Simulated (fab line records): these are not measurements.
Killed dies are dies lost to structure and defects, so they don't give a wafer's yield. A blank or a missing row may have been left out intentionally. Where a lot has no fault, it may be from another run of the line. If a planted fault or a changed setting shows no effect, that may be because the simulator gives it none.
Matching of chambers | flow gf180mcu | cmp-01 running GF_V4_CMP_04: 4 sister chambers
The step polishes SiO2. 33 wafers are shown with their chamber, then 12 later ones without.

## WAFERS, EACH WITH ITS CHAMBER
wafer  | chamber | motor current A (A) | time to endpoint s (s)
L074.4 | 2       | 12.3                | 75
L074.5 | 1       | 11.0                | 84
L074.6 | 0       | 11.8                | 89
L075.3 | 2       | 11.9                | 72
L075.4 | 3       | 11.9                | 86
L075.5 | 3       | 12.1                | 78
L077.3 | 2       | 11.5                | 70
L077.4 | 3       | 12.3                | 80
L077.6 | 1       | 10.4                | 86
L079.3 | 3       | 11.9                | 76
L079.5 | 0       | 12.0                | 82
L079.6 | 3       | 11.9                | 77
L080.1 | 2       | 11.7                | 75
L080.3 | 1       | 11.5                | 80
L080.6 | 3       | 11.7                | 78
L081.2 | 0       | 12.3                | 87
L081.3 | 3       | 11.9                | 81
L081.6 | 3       | 12.0                | 83
L082.3 | 0       | 12.2                | 81
L082.4 | 2       | 11.9                | 77
L082.6 | 2       | 11.9                | 72
L083.3 | 2       | 11.9                | 73
L083.4 | 0       | 12.4                | 91
L083.5 | 2       | 11.5                | 78
L085.1 | 0       | 12.4                | 84
L085.4 | 3       | 12.8                | 81
L085.6 | 2       | 11.2                | 82
L086.1 | 1       | 10.6                | 81
L086.4 | 0       | 12.8                | 96
L086.5 | 0       | 12.7                | 92
L087.2 | 1       | 10.1                | 78
L087.3 | 2       | 12.3                | 83
L087.4 | 0       | 12.1                | 82

SIGNATURES (averages over the wafers above)
reading            | chamber 0 | chamber 1 | chamber 2 | chamber 3 | scatter within a chamber
motor current A    | 12.300    | 10.720    | 11.810    | 12.056    | 0.369
time to endpoint s | 87.11     | 81.80     | 75.70     | 80.00     | 4.19
Rule: distance of a wafer from a chamber = root of the sum over the readings of ((wafer's reading minus chamber's mean) / reading's scatter) squared. The wafer belongs to the nearest chamber; if the next one is less than 2 further off, it can't be placed. How the scatter is found: for the shown wafers, subtract from each reading the mean of its chamber, square and add these, divide the total by (wafers less chambers), then take the root.

## WAFERS WITHOUT THEIR CHAMBER
wafer  | motor current A (A) | time to endpoint s (s)
L089.2 | 12.5                | 77
L089.3 | 11.9                | 78
L089.4 | 11.8                | 82
L093.1 | 11.2                | 79
L093.4 | 12.3                | 80
L093.5 | 12.4                | 79
L094.2 | 10.6                | 77
L094.4 | 12.3                | 77
L094.5 | 11.2                | 89
L095.2 | 11.9                | 75
L095.4 | 12.6                | 87
L095.5 | 12.5                | 79

## EACH ONE'S CHAMBER
wafer  | from the rows above               | in truth
L089.2 | can't be placed: 3 or 2 or 0      | 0
L089.3 | can't be placed: 2 or 3 or 0      | 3
L089.4 | can't be placed: 3 or 2 or 0      | 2
L093.1 | can't be placed: 1 or 2 or 3      | 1
L093.4 | can't be placed: 3 or 2 or 0      | 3
L093.5 | can't be placed: 3 or 2 or 0      | 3
L094.2 | 1                                 | 1
L094.4 | can't be placed: 3 or 2 or 0      | 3
L094.5 | can't be placed: 1 or 0 or 3 or 2 | 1
L095.2 | can't be placed: 2 or 3           | 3
L095.4 | can't be placed: 0 or 3           | 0
L095.5 | can't be placed: 3 or 0 or 2      | 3
Placed correctly: 1 of 12. Not placeable from these rows: 11 (in 11, the candidates include the true chamber). Number placed wrongly: 0.
